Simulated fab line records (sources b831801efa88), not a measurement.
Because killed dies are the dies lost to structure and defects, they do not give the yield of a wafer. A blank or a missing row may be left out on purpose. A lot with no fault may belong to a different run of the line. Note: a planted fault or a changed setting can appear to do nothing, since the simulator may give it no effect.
Which tool was responsible? + flow gf180mcu + 12 lots with 36 wafers sampled at 5 steps, on a route of 602 steps

WHAT THE GAUGES SHOWED, per wafer
GF_POLY_GATE_OVL_MEAS_11. Usual: POLY_GATE_OVL gives 0 nm (standard deviation 4.9).
| lot  | measured     | on         | POLY_GATE_OVL (nm) | flag |
|------|--------------|------------|--------------------|------|
| L901 | day 9 17:39  | overlay-02 | 7 9 6              |      |
| L905 | day 11 03:19 | overlay-02 | -1 3 -2            |      |
| L906 | day 11 05:47 | overlay-02 | -2 0 1             |      |
| L907 | day 11 10:01 | overlay-02 | 4 9 -1             |      |
| L914 | day 13 16:43 | overlay-02 | 5 5 4              |      |
| L916 | day 14 04:09 | overlay-01 | -1 -1 -3           |      |
| L917 | day 14 13:52 | overlay-02 | -3 -6 -3           |      |
| L918 | day 14 20:49 | overlay-01 | 1 -4 -3            |      |
| L919 | day 15 03:11 | overlay-01 | 1 1 3              |      |
| L920 | day 15 09:12 | overlay-02 | 3 3 2              |      |
| L921 | day 15 18:33 | overlay-01 | -1 2 -1            |      |
| L922 | day 16 01:37 | overlay-01 | 3 -4 -3            |      |

GF_V2_THK_MEAS_03. Usual: V2_CVD_02_THK gives 850 nm (standard deviation 12).
| lot  | measured     | on            | V2_CVD_02_THK (nm) | flag |
|------|--------------|---------------|--------------------|------|
| L901 | day 19 22:19 | film metro-02 | 834 839 846        |      |
| L914 | day 24 15:15 | film metro-03 | 853 854 851        |      |
| L916 | day 25 03:59 | film metro-02 | 859 880 863        |      |
| L917 | day 25 14:52 | film metro-04 | 854 862 843        |      |
| L918 | day 25 21:57 | film metro-02 | 848 862 867        |      |
| L919 | day 26 01:33 | film metro-02 | 834 849 835        |      |
| L920 | day 26 10:05 | film metro-03 | 827 840 846        |      |
| L921 | day 26 17:38 | film metro-02 | 853 869 864        |      |
| L922 | day 27 09:10 | film metro-04 | 837 849 848        |      |

TOOL THAT RAN EACH LOT (tool first, then ch and the chambers of the sampled wafers, then the start)
| lot  | GF_SALICIDE_RTA_08               | GF_V1_ETCH_17                      | GF_V1_STRIP_18                       |
|------|----------------------------------|------------------------------------|--------------------------------------|
| L901 | rtp anneal-01 ch 0, day 15 20:04 | rie diel-04 ch 0,1,3, day 18 19:00 | plasma asher-02 ch 0,1, day 18 19:34 |
| L905 | rtp anneal-01 ch 0, day 17 15:32 | rie diel-03 ch 1,2,3, day 20 18:00 | plasma asher-04 ch 0,1, day 20 19:04 |
| L906 | rtp anneal-02 ch 0, day 17 13:16 | rie diel-01 ch 1,2,3, day 20 16:00 | plasma asher-02 ch 0,1, day 20 16:25 |
| L907 | rtp anneal-01 ch 0, day 17 18:41 | rie diel-04 ch 0,1,2, day 20 21:00 | plasma asher-04 ch 0,1, day 20 21:28 |
| L914 | rtp anneal-01 ch 0, day 20 12:57 | rie diel-03 ch 0,3, day 23 14:00   | plasma asher-02 ch 0,1, day 23 14:40 |
| L916 | rtp anneal-02 ch 0, day 21 03:37 | rie diel-01 ch 0,1,2, day 24 03:00 | plasma asher-03 ch 0, day 24 03:22   |
| L917 | rtp anneal-01 ch 0, day 21 14:45 | rie diel-01 ch 0,1, day 24 15:00   | plasma asher-02 ch 0,1, day 24 15:22 |
| L918 | rtp anneal-01 ch 0, day 21 21:35 | rie diel-04 ch 1,2,3, day 24 21:00 | plasma asher-02 ch 0,1, day 24 21:24 |
| L919 | rtp anneal-01 ch 0, day 22 03:00 | rie diel-01 ch 0,1, day 25 02:00   | plasma asher-04 ch 0,1, day 25 02:14 |
| L920 | rtp anneal-02 ch 0, day 22 11:02 | rie diel-01 ch 0,1,2, day 25 10:00 | plasma asher-02 ch 0,1, day 25 10:41 |
| L921 | rtp anneal-01 ch 0, day 22 19:56 | rie diel-01 ch 2,3, day 25 18:00   | plasma asher-04 ch 0,1, day 25 18:34 |
| L922 | rtp anneal-01 ch 0, day 23 14:39 | rie diel-03 ch 1,2,3, day 26 10:00 | plasma asher-03 ch 0,1, day 26 10:13 |
- GF_SALICIDE_RTA_08: time 30 s.
- GF_V1_ETCH_17: etches SiO2 in C4F8/O2/Ar, stops on TiN, target depth 630 nm.
- GF_V1_STRIP_18: strips in O2/N2.

WHAT THE TOOLS THEMSELVES READ (means of the sampled wafers that have a number; where no wafer has one, the mark that the record gives instead)
GF_SALICIDE_RTA_08. Usual: lamp power pct 17.6 %, standard deviation 0.81; wafer_temp_C_max 804.2, standard deviation 0.88.
| lot  | tool          | lamp power pct (%) | wafer_temp_C_max | flag |
|------|---------------|--------------------|------------------|------|
| L901 | rtp anneal-01 | 16.8               | 804.4            |      |
| L905 | rtp anneal-01 | 16.8               | 804.5            |      |
| L906 | rtp anneal-02 | 18.4               | 803.8            |      |
| L907 | rtp anneal-01 | 16.8               | 803.6            |      |
| L914 | rtp anneal-01 | 16.8               | 803.7            |      |
| L916 | rtp anneal-02 | 18.4               | 803.3            |      |
| L917 | rtp anneal-01 | 16.8               | 804.6            |      |
| L918 | rtp anneal-01 | 16.8               | 804.8            |      |
| L919 | rtp anneal-01 | 16.8               | 804.9            |      |
| L920 | rtp anneal-02 | 18.4               | 803.7            |      |
| L921 | rtp anneal-01 | 16.8               | 803.5            |      |
| L922 | rtp anneal-01 | 16.8               | 804.5            |      |

GF_V1_ETCH_17. Usual: bias w 1200 W, standard deviation 3.6; chamber pressure mTorr 40.00 mTorr, standard deviation 0.036; oes product au 0.855 a.u., standard deviation 0.0046.
| lot  | tool        | bias w (W) | chamber pressure mTorr (mTorr) | oes product au (a.u.) | flag |
|------|-------------|------------|--------------------------------|-----------------------|------|
| L901 | rie diel-04 | 1202       | 39.98                          | 0.854                 |      |
| L905 | rie diel-03 | -          | -                              | -                     | OFF  |
| L906 | rie diel-01 | -          | -                              | -                     | OFF  |
| L907 | rie diel-04 | -          | -                              | -                     | OFF  |
| L914 | rie diel-03 | 1201       | 40.01                          | 0.857                 |      |
| L916 | rie diel-01 | 1203       | 40.02                          | 0.854                 |      |
| L917 | rie diel-01 | 1201       | 39.98                          | 0.856                 |      |
| L918 | rie diel-04 | 1198       | 39.99                          | 0.855                 |      |
| L919 | rie diel-01 | 1200       | 39.99                          | 0.859                 |      |
| L920 | rie diel-01 | 1200       | 39.99                          | 0.858                 |      |
| L921 | rie diel-01 | 1200       | 39.99                          | 0.859                 |      |
| L922 | rie diel-03 | 1201       | 40.02                          | 0.857                 |      |

GF_V1_STRIP_18. Usual: chamber pressure mTorr 1499.9 mTorr, standard deviation 1.4; drypump motor current A 5.8 A, standard deviation 0.6; heater power w 316 W, standard deviation 25; oes product au 0.594 a.u., standard deviation 0.0047; platen temp c 250.01 C, standard deviation 0.2.
| lot  | tool            | chamber pressure mTorr (mTorr) | drypump motor current A (A) | heater power w (W) | oes product au (a.u.) | platen temp c (C) | flag |
|------|-----------------|--------------------------------|-----------------------------|--------------------|-----------------------|-------------------|------|
| L901 | plasma asher-02 | 1499.7                         | 6.0                         | 330                | 0.598                 | 250.18            |      |
| L905 | plasma asher-04 | 1499.2                         | 5.2                         | 297                | 0.668                 | 250.16            | OFF  |
| L906 | plasma asher-02 | 1501.7                         | 5.7                         | 326                | 0.673                 | 250.02            | OFF  |
| L907 | plasma asher-04 | 1500.6                         | 5.2                         | 298                | 0.667                 | 250.11            | OFF  |
| L914 | plasma asher-02 | 1498.8                         | 5.7                         | 328                | 0.597                 | 250.10            |      |
| L916 | plasma asher-03 | 1501.6                         | 6.0                         | 266                | 0.595                 | 249.93            |      |
| L917 | plasma asher-02 | 1499.3                         | 5.6                         | 325                | 0.596                 | 249.85            |      |
| L918 | plasma asher-02 | 1499.1                         | 6.1                         | 335                | 0.595                 | 249.90            |      |
| L919 | plasma asher-04 | 1499.8                         | 5.6                         | 300                | 0.596                 | 250.16            |      |
| L920 | plasma asher-02 | 1499.3                         | 6.0                         | 333                | 0.599                 | 249.83            |      |
| L921 | plasma asher-04 | 1499.2                         | 5.2                         | 301                | 0.590                 | 250.00            |      |
| L922 | plasma asher-03 | 1499.4                         | 6.1                         | 331                | 0.593                 | 249.90            |      |

THE ANSWER, worked out from the rows above alone
Rule: take the mean of a lot's wafers that have a number; if it is more than 3 standard deviations from the usual mean, the lot is off. Also off: a lot with no number at a reading for which 4 or more lots have one. Where the step has rows for the other lots, those lots are counted as sound. First the gauges in route order, then the tools' own readings, where a lot's mean is used as printed above. The first step at which some lot is off is used, and at that step the reading that is off furthest; a lot without a number counts as furthest.
Off at GF_V1_ETCH_17 (bias w): L905, L906, L907. Without a number there: L905, L906, L907.
A tool fits if, at that step or a process step before it, it ran every lot that is off, and no sound lot after the first of them. None of those tried fits.

WHAT THE SIMULATOR HAD INSERTED
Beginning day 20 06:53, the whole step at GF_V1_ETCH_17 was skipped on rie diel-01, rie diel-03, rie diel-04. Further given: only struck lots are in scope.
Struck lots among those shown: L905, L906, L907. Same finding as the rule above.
